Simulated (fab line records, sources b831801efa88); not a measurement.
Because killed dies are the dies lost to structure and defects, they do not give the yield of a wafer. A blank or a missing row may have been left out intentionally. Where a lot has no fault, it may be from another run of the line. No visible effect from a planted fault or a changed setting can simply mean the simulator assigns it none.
Comparing a struck lot with a sound one	flow sfq-line	20 out of 325 route steps
Sound: the wafers L387.1, L387.3, L387.4. The struck wafers were L400.2, L400.3, L400.4. The cause comes at the end.
For every step that has rows: the tool of each side, followed by ch and its chambers, followed by its first start. Under that, the readings that differ: sound wafers	struck wafers	difference of the means	sigmas: that difference in standard deviations of wafers without a fault.
alike: readings whose means differ by less than 2 such deviations, and words and numbers that are the same on both sides. not compared: withheld readings, readings that some wafer has no value for, bounds like >300 that may hide the same value, and numbers for which the record gives no deviation and whose values overlap.
Wherever a step has rows on one side only, a row that says differs or no value, or a row with sigmas, the two part there. When numbers do not overlap yet have no deviation, they are printed without sigmas and do not part them. A reading missing from all wafers of one side parts the sides only when that side holds two or more wafers.

first, 3 steps without rows for these wafers: SFQ_TRILAYER_I3_VIA_LITHO_EXPOSE_086 (exposes mask I3, target cd 500 nm); SFQ_TRILAYER_I3_VIA_LITHO_PEB_088 (peb time 60 s); SFQ_TRILAYER_I3_VIA_LITHO_DEVELOP_087 (time 60 s).
SFQ_I3_OVL_MEAS_923:
  sound on overlay-01, day 34 06:15; struck on overlay-02, day 41 21:31
  alike: I3_OVL
SFQ_TRILAYER_I3_VIA_BARC_OPEN_VIA_ETCH_121: etches BARC in O2, target depth 125 nm, time 41.7 s.
  sound on rie-diel-01 ch 0,2,3, day 34 06:17; struck on rie-diel-02 ch 1,2, day 41 21:33
  alike: drypump-motor-current-A, oes-product-au
  not compared: rf-hours-counter-h
SFQ_TRILAYER_I3_VIA_ETCH_VIA_ETCH_088: etches SiO2 in CHF3, stops on Nb, target depth 260 nm.
  sound on rie-diel-01 ch 0,2,3, day 34 06:19; struck on rie-diel-02 ch 1,2, day 41 21:35
  alike: drypump-motor-current-A, oes-product-au
SFQ_TRILAYER_I3_VIA_STRIP_STRIP_089: strips in O2.
  sound on rie-metal-04 ch 0,1, day 34 06:26; struck on rie-metal-04 ch 0,1, day 41 21:42
  alike: drypump-motor-current-A, he-backside-leak-sccm, oes-product-au
  not compared: rf-hours-counter-h
then, 2 steps without rows for these wafers: SFQ_TRILAYER_I3_VIA_STRIP_SOLV_CLEAN_090 (cleans in NMP, time 600 s); SFQ_TRILAYER_M4_DEP_PRE_CLEAN_092 (time 22.5 s).
SFQ_TRILAYER_M4_DEP_SPUTTER_091: material Nb, target thk 200 nm, time 133.3 s.
  sound on pvd-sputter-03, day 34 07:14; struck on pvd-sputter-05, day 41 22:31
  alike: cathode-dc-power-W, throttle-valve-pct
SFQ_M4_RS_MEAS_924: uses a four-point probe to measure.
  sound on film-metro-01, day 34 07:20; struck on film-metro-02, day 41 22:37
  alike: M4_NB_RS
SFQ_TRILAYER_M4_LITHO_COAT_098: resist thk 62 nm.
  sound on litho-track-04 ch 0, day 34 07:31; struck on litho-track-01 ch 0, day 41 22:50
reading	sound	struck	difference	sigmas
spin-speed-rpm (rpm)	2997.4 3001.4 3000.5	2946.1 2946.1 2946.9	-53.4	-27
model.BARC_of_TRILAYER_M4_LITHO_COAT_098.thk-nm (nm)	62.43 62.07 62.39	62.62 62.55 62.46	+0.25	
then, 5 steps without rows for these wafers: SFQ_TRILAYER_M4_LITHO_COAT_093 (resist thk 600 nm); SFQ_TRILAYER_M4_LITHO_SOFTBAKE_097; SFQ_TRILAYER_M4_LITHO_EXPOSE_094 (exposes mask M4, target cd 500 nm); SFQ_TRILAYER_M4_LITHO_PEB_096 (peb time 60 s); SFQ_TRILAYER_M4_LITHO_DEVELOP_095 (time 60 s).
-- the record jumps here: 6 days lie between the struck wafers' starts before and after --
SFQ_M4_OVL_MEAS_926:
  sound on overlay-02, day 40 00:20; struck on overlay-02, day 47 15:17
  alike: M4_OVL
SFQ_TRILAYER_M4_BARC_OPEN_METAL_ETCH_123: etches BARC in O2, target depth 125 nm, time 41.7 s.
  sound on rie-metal-04 ch 0,1, day 40 00:22; struck on rie-metal-04 ch 0,1, day 47 15:19
reading	sound	struck	difference	sigmas
model.etch.depth-nm (nm)	62.43 62.07 62.39	62.62 62.55 62.46	+0.25	
  alike: drypump-motor-current-A, he-backside-leak-sccm, oes-product-au
  not compared: rf-hours-counter-h
SFQ_TRILAYER_M4_ETCH_METAL_ETCH_096: etches Nb in Cl2/Ar, stops on SiO2, target depth 240 nm, time 120 s.
  sound on rie-metal-04 ch 0,1, day 40 00:26; struck on rie-metal-04 ch 0,1, day 47 15:23
  alike: drypump-motor-current-A, he-backside-leak-sccm, oes-product-au
  not compared: rf-hours-counter-h

## WHERE THEY PART
Within this record, at SFQ_TRILAYER_M4_LITHO_COAT_098 only. Later steps at which nothing parts them and some readings are alike: SFQ_M4_OVL_MEAS_926, SFQ_TRILAYER_M4_BARC_OPEN_METAL_ETCH_123, SFQ_TRILAYER_M4_ETCH_METAL_ETCH_096.

WHY: the cause the simulator had injected
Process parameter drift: litho-track-01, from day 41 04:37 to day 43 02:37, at SFQ_TRILAYER_M4_LITHO_COAT_098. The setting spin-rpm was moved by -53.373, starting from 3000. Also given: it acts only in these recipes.
